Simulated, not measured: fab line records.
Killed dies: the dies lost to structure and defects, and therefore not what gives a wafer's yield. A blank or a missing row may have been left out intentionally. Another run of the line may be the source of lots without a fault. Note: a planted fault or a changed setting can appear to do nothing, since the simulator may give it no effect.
A single fault, viewed from 2 desks -- flow sky130 -- what lay behind the numbers comes last; until then each desk has only its own

## FROM THE METROLOGY DESK
What the gauges read for every lot (on any tool): the sampled wafers with a number, averaged. A lot is out of limits, marked OUT, if its mean lies more than 4 standard deviations from the usual mean; the brackets give that distance.
Columns: A = VIA4_OVL at SKY_VIA4_OVL_MEAS_11, usual 1.1 nm
lot,first seen here,A
L603,day 42 16:55,-0.1
L604,day 43 02:04,0.1
L605,day 43 13:13,0.6
L606,day 43 14:20,2.0
L607,day 44 05:31,-0.3
L609,day 44 08:37,2.4
L610,day 44 19:03,0.6
L611,day 45 02:59,-0.5
L613,day 45 12:53,1.2
L614,day 45 22:20,0.5
L615,day 46 02:00,-0.8
L619,day 47 06:55,134.9 (+96) OUT
L618,day 47 08:45,133.4 (+94) OUT
L626,day 48 16:24,2.0
This desk finds L618, L619 out of limits, with the earliest case on L619 at day 47 06:55 (VIA4_OVL at SKY_VIA4_OVL_MEAS_11). In limits: L603, L604, L605, L606, L607, L609, L610, L611, L613, L614, L615, L626.

## TOOL OWNER'S DESK, ilineStepper-01
The tool's own readings at SKY_VIA4_EXPOSE_08 (exposes mask VIM4, target cd 800 nm): means of the sampled wafers that have a number, for each lot that ran on this tool. A lot is out of limits, marked OUT, if its mean lies more than 4 standard deviations from the usual mean; the brackets give that distance.
Columns: A = focusOffsetNm at SKY_VIA4_EXPOSE_08, usual 0.0 nm
lot,first seen here,A
L603,day 42 05:19,-0.2
L614,day 45 12:07,-0.5
L615,day 45 15:53,-0.5
L619,day 46 20:58,0.2
L618,day 46 22:38,0.2
Result from this desk: across the 5 lots, nothing is out of limits.

## ALL TOGETHER
An alarm was possible from the metrology desk at day 47 06:55, on L618, L619.
The tool owner's desk saw nothing out of limits.
The tool owner's desk has L618, L619 on record, within its limits.
The lots listed all ran SKY_VIA4_EXPOSE_08 on ilineStepper-01.

## WHAT THE SIMULATOR HAD PUT IN
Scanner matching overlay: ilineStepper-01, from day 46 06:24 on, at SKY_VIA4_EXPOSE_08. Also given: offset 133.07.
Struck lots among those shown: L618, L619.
Per desk, hours elapsed from the start of the fault to the first reading out of limits: for the metrology desk, 25.
